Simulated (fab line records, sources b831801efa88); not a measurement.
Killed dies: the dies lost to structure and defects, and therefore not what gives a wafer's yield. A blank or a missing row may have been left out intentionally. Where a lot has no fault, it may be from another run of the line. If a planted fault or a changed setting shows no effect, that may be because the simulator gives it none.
Which tool was responsible? :: flow gf180mcu :: 12 lots, 36 wafers sampled, at 2 steps of a route of 602

== WHAT EACH GAUGE READ, for each wafer ==
GF_V2_THK_MEAS_01.
lot: L075
measured: day 20 05:49
on: filmMetro-03
V2_CVD_00_THK (nm): 594 585 597

lot: L077
measured: day 20 17:13
on: filmMetro-03
V2_CVD_00_THK (nm): 592 590 589

lot: L079
measured: day 21 07:31
on: filmMetro-02
V2_CVD_00_THK (nm): 604 605 602

lot: L081
measured: day 22 02:49
on: filmMetro-01
V2_CVD_00_THK (nm): 597 594 601

lot: L082
measured: day 22 23:02
on: filmMetro-01
V2_CVD_00_THK (nm): 611 602 610

lot: L085
measured: day 23 11:32
on: filmMetro-03
V2_CVD_00_THK (nm): 586 593 587

lot: L087
measured: day 24 07:34
on: filmMetro-03
V2_CVD_00_THK (nm): 592 590 582

lot: L089
measured: day 24 20:37
on: filmMetro-01
V2_CVD_00_THK (nm): 591 595 590

lot: L091
measured: day 25 12:59
on: filmMetro-03
V2_CVD_00_THK (nm): 601 616 602

lot: L093
measured: day 26 08:02
on: filmMetro-01
V2_CVD_00_THK (nm): 589 592 590

lot: L095
measured: day 26 17:38
on: filmMetro-02
V2_CVD_00_THK (nm): 610 608 596

lot: L097
measured: day 27 00:52
on: filmMetro-01
V2_CVD_00_THK (nm): 603 600 602

== TOOL THAT RAN EACH LOT (tool first, then ch and the chambers of the sampled wafers, then the start) ==
lot: L075
GF_V1_STRIP_18: plasmaAsher-04 ch 1, day 19 03:26

lot: L077
GF_V1_STRIP_18: plasmaAsher-04 ch 0,1, day 19 14:20

lot: L079
GF_V1_STRIP_18: plasmaAsher-03 ch 0, day 20 04:51

lot: L081
GF_V1_STRIP_18: plasmaAsher-02 ch 0,1, day 21 00:29

lot: L082
GF_V1_STRIP_18: plasmaAsher-04 ch 0,1, day 21 21:16

lot: L085
GF_V1_STRIP_18: plasmaAsher-04 ch 0,1, day 22 10:02

lot: L087
GF_V1_STRIP_18: plasmaAsher-04 ch 0,1, day 23 06:55

lot: L089
GF_V1_STRIP_18: plasmaAsher-02 ch 0,1, day 23 20:01

lot: L091
GF_V1_STRIP_18: plasmaAsher-04 ch 0,1, day 24 13:20

lot: L093
GF_V1_STRIP_18: plasmaAsher-03 ch 0,1, day 25 09:07

lot: L095
GF_V1_STRIP_18: plasmaAsher-03 ch 0,1, day 25 18:50

lot: L097
GF_V1_STRIP_18: plasmaAsher-02 ch 0,1, day 26 01:56
- GF_V1_STRIP_18: strips in O2/N2.

== THE ANSWER, worked out from the rows above alone ==
Rule: usual is defined by the lots themselves. Put in order of their means at a reading, lots are off if they are a third of the lots or fewer, leave a main group of 4 or more, and stand apart from it by a gap of 3 or more times the standard deviation of the main group's means; of several such gaps the widest counts. If all means in a main group match to the digits the tables above print for the reading, that group is not used. Also off: a lot with no number at a reading for which 4 or more lots have one. Any other lot the step has rows for is counted as sound.
Nothing can be told from this: no lot is off at any reading shown.

== WHAT THE SIMULATOR PUT IN ==
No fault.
